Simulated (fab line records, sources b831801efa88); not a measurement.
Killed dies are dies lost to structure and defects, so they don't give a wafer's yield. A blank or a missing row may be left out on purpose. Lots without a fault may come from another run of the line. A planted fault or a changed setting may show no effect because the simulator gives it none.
fab line records | flow sky130
record lots=6 wafers=18 last_day=49
route steps=708 shown VIA1@467 METAL2@483 PAD_OPEN@708
lots that met no fault: from a run of the same line without faults
start_h: hours from the record's first day to the start of the lot's first wafer shown | wait_h: hours since the lot's step before | " the same as in the row above | L1.1+2: a row that stands for several wafers | - no value, or no start given | * or withheld: withheld | < > ~ a bound
route shown NAME@n: a module of which the file shows steps, and the number in the route of the first | usual: mean/standard deviation of fault-free wafers | same: alike in all rows | chamber/n: place in a boat | sites: the reading at each site | _std_site: their standard deviation | _edge_site: outer sites' mean less inner sites' | radius_mm: how far each site lies from the wafer's centre | mask NAME#n: copy n | behind: the tool/chamber that last shaped the wafer | hold: why the lot was held/for how many hours/how that ended | device: the transistor (n, p or np) that didn't switch | end of line: the same wafers' tests at the end of the route | a step without rows: its recipe alone | killed: dies lost to structure and defects at the first sort, not the wafer's yield | map: a wafer's dies, x killed, . not, _ none there
set.NAME: the setting as run; set.NAME@STEP: as run at that earlier step | model.NAME: the simulator's own value behind a step, which no gauge read
lots at some steps of the route; a table a step, a row a wafer
services: from which hour (start_h, from the record's first day; less than 0 if before it) a tool's chamber was out of use, for how many hours, and why
## steps
# step SKY_VIA1_EXPOSE_09
# recipe mask_id=VIM na=0.8 source_shape=annular sigma_inner=0.55 sigma_outer=0.85 target_cd_nm=150 dose_mj=38
# step SKY_VIA1_PEB_10
# recipe peb_temp_c=withheld peb_time_s=withheld resist=KrF-thick
# step SKY_VIA1_DEVELOP_11
# recipe develop_time_s=60 resist=KrF-thick dev_temp_c=21
# step SKY_VIA1_CD_MEAS_12
# recipe target_cd_nm=150
# usual cd_nm=149.5/1.4
# columns lot.wafer tool chamber start_h wait_h cd_nm
L604.2 cd_sem-01 - 838.21 - 149.5
L604.5 " - " " 147.6
L604.6 " - " " 150.3
L606.1 cd_sem-01 - 850.81 - 149.4
L606.3 " - " " 149.5
L606.6 " - " " 149.5
L610.1 cd_sem-01 - 886.84 - 148.1
L610.2 " - " " 151.2
L610.5 " - " " 151.5
L615.2 cd_sem-01 - 900.47 - 150.0
L615.3 " - " " 150.2
L615.6 " - " " 147.9
L620.1 cd_sem-02 - 934.15 - 150.1
L620.2 " - " " 148.2
L620.4 " - " " 147.0
L621.1 cd_sem-02 - 940.82 - 147.3
L621.4 " - " " 148.1
L621.5 " - " " 146.4
# step SKY_VIA1_OVL_MEAS_13
# usual VIA1_OVL=1/5.9
# columns lot.wafer tool chamber start_h wait_h VIA1_OVL[nm]
L604.2 overlay-01 - 838.31 0.1 1
L604.5 " - " " -7
L604.6 " - " " 9
L606.1 overlay-02 - 850.93 0.1 -1
L606.3 " - " " 0
L606.6 " - " " -4
L610.1 overlay-01 - 886.96 0.1 8
L610.2 " - " " -1
L610.5 " - " " 1
L615.2 overlay-01 - 900.58 0.1 -6
L615.3 " - " " -3
L615.6 " - " " -6
L620.1 overlay-02 - 934.27 0.1 8
L620.2 " - " " 7
L620.4 " - " " 11
L621.1 overlay-02 - 940.94 0.1 -3
L621.4 " - " " 4
L621.5 " - " " -1
# step SKY_VIA1_ETCH_14
# recipe chemistry=N2/H2 target=BARC ion_energy_ev=200 source_w=500 bias_w=100 pressure_mtorr=30 n2_flow_sccm=100 h2_flow_sccm=200 stop_on=SiO2 time_s=45.9 target_depth_a=600
# usual bias_w=100.04/0.29 drypump_motor_current_A=5.9/0.44 oes_product_au=0.854/0.005 throttle_valve_pct=13.224/0.0087
# columns lot.wafer tool chamber start_h wait_h bias_w drypump_motor_current_A oes_product_au rf_hours_counter_h throttle_valve_pct
L604.2 rie_diel-02 1 838.34 0.0 99.91 6.1 0.857 17 13.212
L604.5 " 3 " " 100.02 6.4 0.860 - 13.230
L604.6 " 2 " " 100.19 6.3 0.851 - 13.254
L606.1 rie_diel-02 1 850.97 0.0 100.25 6.1 0.856 18 13.224
L606.3 " 3 " " 99.91 6.4 0.850 1 13.220
L606.6 " 0 " " 99.95 5.6 0.851 - 13.219
L610.1 rie_diel-01 1 886.99 0.0 100.73 5.4 0.855 19 13.218
L610.2 " 0 " " 99.86 5.3 0.852 16 13.223
L610.5 " 1 " " 100.78 5.4 0.856 - 13.219
L615.2 rie_diel-03 1 900.61 0.0 99.85 6.2 0.857 27 13.227
L615.3 " 2 " " 100.40 6.3 0.858 15 13.229
L615.6 " 0 " " 99.93 5.8 0.856 - 13.226
L620.1 rie_diel-02 2 934.31 0.0 99.95 6.3 0.856 15 13.208
L620.2 " 0 " " 100.33 5.6 0.857 22 13.217
L620.4 " 3 " " 99.98 6.4 0.855 3 13.234
L621.1 rie_diel-02 2 940.98 0.0 100.31 6.4 0.856 15 13.212
L621.4 " 2 " " 100.07 6.4 0.851 - 13.220
L621.5 " 1 " " 99.86 6.1 0.853 - 13.219
# step SKY_VIA1_ETCH_15
# recipe target=SiO2 chemistry=C4F8/O2/Ar target_depth_nm=351 stop_on=TiN mask_material=KrF-thick source_w=1500 bias_w=1200 pressure_mtorr=40 c4f8_flow_sccm=withheld O2_flow_sccm=6 Ar_flow_sccm=300 time_s=54
# usual bias_w=1201/3.7 oes_product_au=0.981/0.0067
# columns lot.wafer tool chamber start_h wait_h bias_w oes_product_au rf_hours_counter_h
L604.2 rie_diel-02 1 838.38 0.0 1201 0.981 17
L604.5 " 3 " " 1201 0.989 -
L604.6 " 2 " " 1202 0.981 -
L606.1 rie_diel-02 1 851.01 0.0 1204 0.986 18
L606.3 " 3 " " 1199 0.980 1
L606.6 " 0 " " 1204 0.976 -
L610.1 rie_diel-01 1 887.03 0.0 1195 0.986 19
L610.2 " 0 " " 1204 0.975 16
L610.5 " 1 " " 1195 0.989 -
L615.2 rie_diel-03 1 900.65 0.0 1201 0.988 27
L615.3 " 2 " " 1203 0.969 15
L615.6 " 0 " " 1204 0.982 -
L620.1 rie_diel-02 2 934.35 0.0 1203 0.986 15
L620.2 " 0 " " 1197 0.975 22
L620.4 " 3 " " 1199 0.977 3
L621.1 rie_diel-02 2 941.02 0.0 1199 0.985 16
L621.4 " 2 " " 1201 0.988 -
L621.5 " 1 " " 1199 0.978 -
# step SKY_VIA1_STRIP_16
# recipe chemistry=O2/N2 power_w=1400 pressure_mtorr=1500 platen_temp_c=withheld o2_flow_sccm=3000 n2_flow_sccm=300 overash_fraction=0.5
# usual drypump_motor_current_A=5.7/0.38 oes_product_au=0.416/0.0046 strip_time_to_endpoint_s=4.460/0.026
# columns lot.wafer tool chamber start_h wait_h drypump_motor_current_A oes_product_au rf_hours_counter_h strip_time_to_endpoint_s
L604.2 plasma_asher-04 0 838.43 0.0 5.8 0.417 70 4.468
L604.5 " 0 " " 5.9 0.412 - 4.471
L604.6 " 1 " " 5.3 0.419 - 4.455
L606.1 plasma_asher-01 0 851.05 0.0 5.7 0.418 10 4.489
L606.3 " 1 " " 6.1 0.402 - 4.456
L606.6 " 0 " " 5.7 0.420 - 4.496
L610.1 plasma_asher-01 1 887.08 0.0 6.2 0.419 14 4.409
L610.2 " 0 " " 5.7 0.420 14 4.466
L610.5 " 1 " " 6.1 0.413 - 4.412
L615.2 plasma_asher-01 0 900.70 0.0 5.7 0.411 16 4.461
L615.3 " 1 " " 6.2 0.423 - 4.479
L615.6 " 1 " " 6.2 0.412 - 4.482
L620.1 plasma_asher-04 0 934.40 0.0 5.8 0.426 79 4.474
L620.2 " 1 " " 5.3 0.417 79 4.497
L620.4 " 1 " " 5.3 0.418 - 4.443
L621.1 plasma_asher-04 1 941.07 0.0 5.3 0.416 79 4.438
L621.4 " 0 " " 5.8 0.414 - 4.468
L621.5 " 1 " " 5.3 0.415 - 4.484
# step SKY_VIA1_STRIP_17
# recipe chemistry=post_etch_residue_remover time_s=1200 temp_c=72.5
# step SKY_VIA1_CLEAN_18
# recipe chemistry=IPA time_s=180 temp_c=25
# step SKY_VIA1_CLEAN_19
# recipe chemistry=O3/DIW dry=n2_spin
# step SKY_VIA1_SPUTTER_20
# recipe material=TiN target_thk_nm=20 chamber_pressure_pa=5 power_w=4000 time_s=80
# usual throttle_valve_pct=29.9/1.2
# columns lot.wafer tool chamber start_h wait_h throttle_valve_pct
L604.2 pvd_sputter-03 - 839.02 0.0 29.6
L604.5 " - " " 31.3
L604.6 " - " " 30.9
L606.1 pvd_sputter-03 - 851.69 0.0 31.3
L606.3 " - " " 29.6
L606.6 " - " " 29.6
L610.1 pvd_sputter-01 - 887.67 0.0 31.6
L610.2 " - " " 28.4
L610.5 " - " " 28.5
L615.2 pvd_sputter-04 - 901.72 0.0 28.5
L615.3 " - " " 28.6
L615.6 " - " " 29.1
L620.1 pvd_sputter-01 - 935.00 0.0 28.5
L620.2 " - " " 30.4
L620.4 " - " " 31.3
L621.1 pvd_sputter-04 - 941.66 0.0 28.6
L621.4 " - " " 31.8
L621.5 " - " " 28.4
# step SKY_VIA1_CVD_21
# recipe material=W target_thk_nm=270 time_s=80.902 temp_c=400 pressure_torr=40
# usual heater_power_w=870/79
# columns lot.wafer tool chamber start_h wait_h heater_power_w model.W_of_VIA1_CVD_21.thk_nm
L604.2 cvd_w-01 1 839.08 0.0 1011 268.9
L604.5 " 0 " " 899 271.4
L604.6 " 1 " " 1014 269.1
L606.1 cvd_w-02 1 851.75 0.0 831 277.8
L606.3 " 1 " " 807 275.3
L606.6 " 1 " " 820 277.5
L610.1 cvd_w-02 1 887.73 0.0 838 175.7
L610.2 " 0 " " 814 164.1
L610.5 " 0 " " 824 266.1
L615.2 cvd_w-02 0 901.78 0.0 803 163.7
L615.3 " 1 " " 809 272.6
L615.6 " 1 " " 816 275.3
L620.1 cvd_w-01 1 935.06 0.0 888 266.1
L620.2 " 0 " " 801 263.4
L620.4 " 0 " " 803 265.9
L621.1 cvd_w-01 1 941.72 0.0 908 269.7
L621.4 " 1 " " 904 271.2
L621.5 " 1 " " 903 271.1
# step SKY_VIA1_RS_MEAS_22
# recipe thk_meas_gauge=four-point-probe reads=W_of_VIA1_CVD_21+TiN_of_VIA1_SPUTTER_20
# usual VIA1_W_RS=0.424/0.0073
# columns lot.wafer tool chamber start_h wait_h VIA1_W_RS[ohm/sq]
L604.2 film_metro-02 - 839.20 0.1 0.428
L604.5 " - " " 0.423
L604.6 " - " " 0.427
L606.1 film_metro-02 - 851.84 0.1 0.413
L606.3 " - " " 0.418
L606.6 " - " " 0.414
L610.1 film_metro-01 - 887.83 0.1 0.661
L610.2 " - " " 0.711
L610.5 " - " " 0.433
L615.2 film_metro-04 - 901.90 0.1 0.711
L615.3 " - " " 0.423
L615.6 " - " " 0.419
L620.1 film_metro-02 - 935.15 0.1 0.432
L620.2 " - " " 0.436
L620.4 " - " " 0.433
L621.1 film_metro-01 - 941.81 0.1 0.427
L621.4 " - " " 0.423
L621.5 " - " " 0.425
# step SKY_VIA1_THK_MEAS_23
# recipe thk_meas_gauge=xrf reads=W_of_VIA1_CVD_21
# usual VIA1_W_THK=265/5.1
# columns lot.wafer tool chamber start_h wait_h VIA1_W_THK[nm]
L604.2 film_metro-02 - 839.31 0.1 264
L604.5 " - " " 264
L604.6 " - " " 264
L606.1 film_metro-02 - 851.96 0.1 273
L606.3 " - " " 271
L606.6 " - " " 274
L610.1 film_metro-01 - 887.95 0.1 171
L610.2 " - " " 160
L610.5 " - " " 259
L615.2 film_metro-04 - 902.01 0.1 159
L615.3 " - " " 262
L615.6 " - " " 266
L620.1 film_metro-02 - 935.27 0.1 259
L620.2 " - " " 257
L620.4 " - " " 261
L621.1 film_metro-01 - 941.93 0.1 263
L621.4 " - " " 265
L621.5 " - " " 264
# step SKY_VIA1_CMP_24
# recipe stop_on=SiO2 t_overpolish_s=15 down_force_psi=3.5 platen_rpm=60 target_thk_nm=0 pad_velocity_m_s=0.94248
# usual head_pressure_psi=3.500/0.0079 motor_current_A=11.1/1 slurry_flow_ml_min=150.0/0.47 time_to_endpoint_s=65/3.5
# columns lot.wafer tool chamber start_h wait_h head_pressure_psi motor_current_A slurry_flow_ml_min time_to_endpoint_s
L604.2 cmp-02 2 839.36 0.0 3.483 12.2 149.7 64
L604.6 " 2 " " 3.496 12.1 149.8 64
L604.5 " 3 " " 3.491 10.8 150.3 66
L606.1 cmp-02 3 852.02 0.1 3.487 11.4 150.3 64
L606.3 " 2 " " 3.497 11.5 149.3 66
L606.6 " 0 " " 3.504 11.1 150.6 64
L610.2 cmp-02 1 888.06 0.1 3.496 12.8 150.1 35
L610.1 " 3 " " 3.498 11.1 149.6 42
L610.5 " 1 " " 3.499 12.7 149.0 62
L615.2 cmp-01 2 902.06 0.0 3.496 10.4 150.0 41
L615.3 " 1 " " 3.511 9.9 149.8 66
L615.6 " 2 " " 3.501 10.2 149.5 69
L620.2 cmp-02 1 935.33 0.0 3.511 12.5 149.2 59
L620.1 " 3 " " 3.506 11.2 150.4 66
L620.4 " 0 " " 3.517 10.9 150.4 61
L621.4 cmp-01 1 941.99 0.0 3.503 9.8 149.7 67
L621.1 " 0 " " 3.490 12.8 150.2 66
L621.5 " 2 " " 3.509 10.8 149.8 64
# step SKY_METAL2_SPUTTER_00
# recipe material=Ti target_thk_nm=15 power_w=3000 time_s=10 chamber_pressure_pa=0.4
# usual throttle_valve_pct=29.9/1.2
# columns lot.wafer tool chamber start_h wait_h throttle_valve_pct
L604.2 pvd_sputter-04 - 839.66 0.2 32.1
L604.5 " - " " 28.7
L604.6 " - " " 28.4
L606.1 pvd_sputter-04 - 852.32 0.2 29.0
L606.3 " - " " 31.9
L606.6 " - " " 28.4
L610.1 pvd_sputter-04 - 888.31 0.1 32.0
L610.2 " - " " 28.6
L610.5 " - " " 29.1
L615.2 pvd_sputter-02 - 902.36 0.2 31.6
L615.3 " - " " 29.5
L615.6 " - " " 31.3
L620.1 pvd_sputter-03 - 935.63 0.1 31.3
L620.2 " - " " 29.7
L620.4 " - " " 28.2
L621.1 pvd_sputter-03 - 942.29 0.1 31.4
L621.4 " - " " 28.1
L621.5 " - " " 30.8
# step SKY_PAD_OPEN_PROBE_99
# usual defect_limited_yield=82.5/1.9 killed_at_M0_to_M3=43/6.8 killed_at_M4_up=3.2/1.8 killed_at_contacts=24/6.2 killed_at_front_end=15/4.7 killed_at_other=0.4/0.63 killed_dies=86/9.6 killed_open=47/6.9 killed_short=39/6.3 sort_bin_3_pad_short=0.9/0.46 sort_bin_5_function=10.5/1.5 sort_bin_6_memory=6.1/1.1 sort_n_pass=406/9.6 sort_yield_pct=82.5/1.9
# same gross_dies=492 killed_at_back_side=0 sort_bin_4_leakage[%]=0 sort_bin_8_speed[%]=0
# columns lot.wafer tool chamber start_h wait_h defect_limited_yield[%] killed_at_M0_to_M3 killed_at_M4_up killed_at_contacts killed_at_front_end killed_at_other killed_dies killed_open killed_short sort_bin_3_pad_short[%] sort_bin_5_function[%] sort_bin_6_memory[%] sort_n_pass sort_yield_pct[%]
L604.2 prober-02 - 1112.08 0.1 82.5 59 3 16 8 0 86 52 34 0.2 10.6 6.7 406 82.5
L604.5 prober-02 - 1112.23 0.2 85.8 29 4 24 13 0 70 31 39 1.2 7.1 5.9 422 85.8
L604.6 prober-02 - 1112.28 0.2 85.4 28 4 19 21 0 72 35 36 0.2 9.8 4.7 420 85.4
L606.1 prober-01 - 1119.03 0.1 82.7 34 4 34 13 0 85 49 36 0.6 9.6 7.1 407 82.7
L606.3 prober-01 - 1119.13 0.2 80.5 42 6 28 20 0 96 51 45 1.0 11.6 6.9 396 80.5
L606.6 prober-01 - 1119.28 0.2 84.6 38 2 15 20 1 76 42 34 0.8 10.6 4.1 416 84.6
L615.2 prober-01 - 1157.67 0.1 83.1 41 2 30 10 0 83 42 40 1.0 9.1 6.7 409 83.1
L615.3 prober-01 - 1157.72 0.2 81.9 37 1 37 14 0 89 53 34 0.8 11.2 6.1 403 81.9
L615.6 prober-01 - 1157.87 0.2 82.7 44 3 21 17 0 85 47 38 1.8 9.8 5.7 407 82.7
L621.1 prober-02 - 1185.01 0.1 82.9 42 0 30 11 1 84 48 36 0.8 11.0 5.3 408 82.9
L621.4 prober-02 - 1185.16 0.2 81.9 50 4 20 15 0 89 44 44 1.0 11.8 5.3 403 81.9
L621.5 prober-02 - 1185.21 0.2 83.3 45 3 18 16 0 82 54 28 0.8 9.1 6.7 410 83.3
# killed by level:class
L604.2 VIA2:geometric_particle:open=16 VIA1:geometric_particle:open=10 VIA2:geometric_particle:short=8 CONTACT:geometric_particle:open=7 VIA3:geometric_particle:open=7 VIA1:geometric_particle:short=6 METAL2:geometric_particle:short=5 METAL1:geometric_particle:short=4
L604.5 CONTACT:geometric_particle:open=7 VIA1:geometric_particle:short=6 LI_CONTACT:geometric_particle:open=6 CONTACT:geometric_particle:short=5 VIA2:geometric_particle:open=4 VIA1:geometric_particle:open=4 METAL4:geometric_particle:short=4 FIELD_ISO:geometric_particle:short=3
L604.6 FIELD_ISO:geometric_particle:open=6 VIA1:geometric_particle:open=6 POLY_GATE:geometric_particle:short=5 LI_CONTACT:geometric_particle:open=5 VIA2:geometric_particle:open=5 VIA3:geometric_particle:short=5 FIELD_ISO:geometric_particle:short=4 LI_CONTACT:geometric_particle:short=4
L606.1 CONTACT:geometric_particle:open=16 LI_CONTACT:geometric_particle:open=7 CONTACT:geometric_particle:short=7 METAL2:geometric_particle:short=7 VIA1:geometric_particle:open=7 POLY_GATE:geometric_particle:open=6 VIA3:geometric_particle:open=5 VIA2:geometric_particle:open=4
L606.3 CONTACT:geometric_particle:open=10 LI_CONTACT:geometric_particle:open=9 VIA2:geometric_particle:open=9 FIELD_ISO:geometric_particle:short=8 VIA1:geometric_particle:open=8 VIA1:geometric_particle:short=6 METAL2:geometric_particle:short=5 METAL1:geometric_particle:short=5
L606.6 VIA1:geometric_particle:open=11 FIELD_ISO:geometric_particle:open=8 CONTACT:geometric_particle:short=7 VIA2:geometric_particle:open=6 VIA3:geometric_particle:short=5 VIA1:geometric_particle:short=4 POLY_GATE:geometric_particle:short=3 LI_CONTACT:geometric_particle:open=3
L615.2 VIA2:geometric_particle:open=9 LI_CONTACT:geometric_particle:open=8 CONTACT:geometric_particle:short=8 CONTACT:geometric_particle:open=8 VIA1:geometric_particle:short=7 VIA1:geometric_particle:open=7 LOCAL_INTERCONNECT:geometric_particle:short=5 METAL3:geometric_particle:short=4
L615.3 CONTACT:geometric_particle:open=16 VIA2:geometric_particle:open=10 LI_CONTACT:geometric_particle:open=7 VIA1:geometric_particle:open=7 FIELD_ISO:geometric_particle:short=6 LOCAL_INTERCONNECT:geometric_particle:short=6 VIA3:geometric_particle:open=5 METAL2:geometric_particle:short=5
L615.6 CONTACT:geometric_particle:open=10 VIA1:geometric_particle:open=9 VIA3:geometric_particle:open=8 METAL2:geometric_particle:short=7 POLY_GATE:geometric_particle:short=6 VIA2:geometric_particle:open=5 FIELD_ISO:geometric_particle:short=4 FIELD_ISO:geometric_particle:open=4
L621.1 CONTACT:geometric_particle:open=10 VIA1:geometric_particle:open=9 VIA3:geometric_particle:open=9 LI_CONTACT:geometric_particle:open=7 LOCAL_INTERCONNECT:geometric_particle:short=6 CONTACT:geometric_particle:short=5 METAL2:geometric_particle:short=5 FIELD_ISO:geometric_particle:short=4
L621.4 VIA3:geometric_particle:open=10 VIA1:geometric_particle:open=8 VIA2:geometric_particle:open=8 VIA3:geometric_particle:short=6 LI_CONTACT:geometric_particle:open=5 CONTACT:geometric_particle:short=5 CONTACT:geometric_particle:open=4 VIA1:geometric_particle:short=4
L621.5 VIA1:geometric_particle:open=11 CONTACT:geometric_particle:open=9 FIELD_ISO:geometric_particle:open=7 METAL2:geometric_particle:short=6 VIA3:geometric_particle:short=5 VIA3:geometric_particle:open=5 LI_CONTACT:geometric_particle:open=4 LOCAL_INTERCONNECT:geometric_particle:short=4
## services
# columns tool chamber start_h hours kind
rie_diel-02 2 814.58 6.8 repair
cvd_w-01 - 814.64 1.0 repair
rie_diel-01 0 818.92 8.0 repair
cmp-02 - 822.07 1.0 repair
pvd_sputter-01 - 831.39 9.1 repair
pvd_sputter-01 - 837.31 6.6 repair
plasma_asher-01 - 838.92 3.3 repair
pvd_sputter-04 2 839.80 - consumable_replace:kit
pvd_sputter-04 2 839.80 18.0 scheduled_down
rie_diel-03 1 852.17 34.2 repair
pvd_sputter-01 - 854.90 13.0 repair
rie_diel-02 2 867.48 40.0 repair
rie_diel-03 2 873.53 7.4 repair
pvd_sputter-04 - 883.74 1.3 repair
cvd_w-01 - 890.37 1.3 repair
cmp-01 - 892.20 5.7 pm
plasma_asher-04 - 895.30 5.5 repair
cmp-02 - 903.60 1.4 repair
cvd_w-01 - 904.12 14.0 pm
rie_diel-03 2 911.60 10.3 repair
cmp-02 - 912.00 4.0 pm
cmp-02 - 932.93 0.9 repair
rie_diel-02 0 939.08 9.1 repair
cmp-01 - 939.52 1.2 repair
## key
first_sign step=SKY_VIA1_RS_MEAS_22 reading=VIA1_W_RS direction=up sigmas=37 usual=0.424 struck=0.694
effect step=SKY_VIA1_THK_MEAS_23 reading=VIA1_W_THK direction=down sigmas=20 usual=265 struck=164
effect step=SKY_VIA1_CMP_24 reading=time_to_endpoint_s direction=down sigmas=7.4 usual=* struck=*
model_effect step=SKY_VIA1_CVD_21 value=W_of_VIA1_CVD_21.thk_nm without=271.2 struck=167.8
met_at SKY_VIA1_CVD_21
struck_wafers L610.1,L610.2,L615.2
onset_between 851.75 887.73
fault kind=process_parameter_drift tool=cvd_w-02 chamber=- onset_h=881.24 steps=SKY_VIA1_CVD_21 channel=target_thk_nm offset=-103 shape=step end_h=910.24 scope=struck_wafers_only acts_in=these_recipes_only stated=270
